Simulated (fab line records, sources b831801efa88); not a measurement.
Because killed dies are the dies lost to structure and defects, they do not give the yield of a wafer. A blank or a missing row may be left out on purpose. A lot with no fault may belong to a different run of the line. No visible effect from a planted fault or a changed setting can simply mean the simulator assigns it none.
Struck lot and sound lot, side by side | flow gf180mcu | 15 out of 602 route steps
Sound: these wafers, L438.1, L438.2, L438.4. The struck wafers were L452.1, L452.4, L452.5. The cause comes at the end.
Per side, at each step with rows, come the tool, then ch with its chambers, and then its first start. Under that, the readings that differ: sound wafers | struck wafers | difference of the means | sigmas: that difference in standard deviations of wafers without a fault.
alike: same words and numbers on both sides, and readings whose means sit less than 2 such deviations apart. not compared: any withheld reading, any reading some wafer has no value for, any bound like >300 that may hide the same value, and any number with overlapping values for which the record gives no deviation.
A row with sigmas, a row that says differs or no value, or rows on one side alone: a step with any of these is where the two part. Numbers that have no deviation but don't overlap get no sigmas and don't part them. A reading that every wafer of one side lacks parts them only if that side has two wafers or more.

GF_V4_BOW_MEAS_05:
  sound on film_metro-02, day 23 20:55; struck on film_metro-02, day 28 07:18
  alike: V4_BOW
then, 8 steps without rows for these wafers: GF_V4_DEHYDRATE_06 (time 60 s); GF_V4_HMDS_07 (prime time 60 s); GF_V4_COAT_08; GF_V4_COAT_09 (resist thk 1000 nm); GF_V4_SOFTBAKE_10 (time 60 s); GF_V4_EXPOSE_11 (exposes mask Via4, target cd 260 nm); GF_V4_PEB_12 (peb time 90 s); GF_V4_DEVELOP_13 (develop time 60 s).
GF_V4_CD_MEAS_14: the cd target is 260 nm.
  sound on cd_sem-01, day 24 18:43; struck on cd_sem-02, day 29 02:27
  alike: cd_nm
GF_V4_OVL_MEAS_15:
  sound on overlay-01, day 24 18:50; struck on overlay-02, day 29 02:34
  alike: V4_OVL
GF_V4_ETCH_16: etches BARC in N2/H2.
  sound on rie_diel-02 ch 0,1,3, day 24 18:52; struck on rie_diel-02 ch 0,1, day 29 02:37
  alike: bias_w, drypump_motor_current_A, oes_product_au, throttle_valve_pct
GF_V4_ETCH_17: etches SiO2 in C4F8/O2/Ar, stops on TiN, target depth 630 nm.
  sound on rie_diel-02 ch 0,1,3, day 24 18:00; struck on rie_diel-02 ch 0,1, day 29 02:00
  reading    | sound          | struck         | difference | sigmas
  bias_w (W) | 1198 1206 1199 | 1275 1281 1278 | +77        | +21
  alike: oes_product_au
  not compared: model.TiN_of_M4_SPUTTER_04.thk_nm
GF_V4_STRIP_18: strips in O2/N2.
  sound on plasma_asher-04 ch 0,1, day 24 19:00; struck on plasma_asher-04 ch 0,1, day 29 02:44
  alike: drypump_motor_current_A, heater_power_w, oes_product_au
  not compared: rf_hours_counter_h
GF_PASSIVATION_PROBE_99:
  the record has rows for the sound wafers here (prober-01, day 29 09:12) and none for the struck ones

== WHERE THEY PART ==
First at GF_V4_ETCH_17; last, within this record, at GF_PASSIVATION_PROBE_99.

WHY: whatever the simulator had introduced
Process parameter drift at GF_V4_ETCH_17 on rie_diel-02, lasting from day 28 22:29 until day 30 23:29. Setting bias_w shifted by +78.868 from 1200. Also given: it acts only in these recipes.
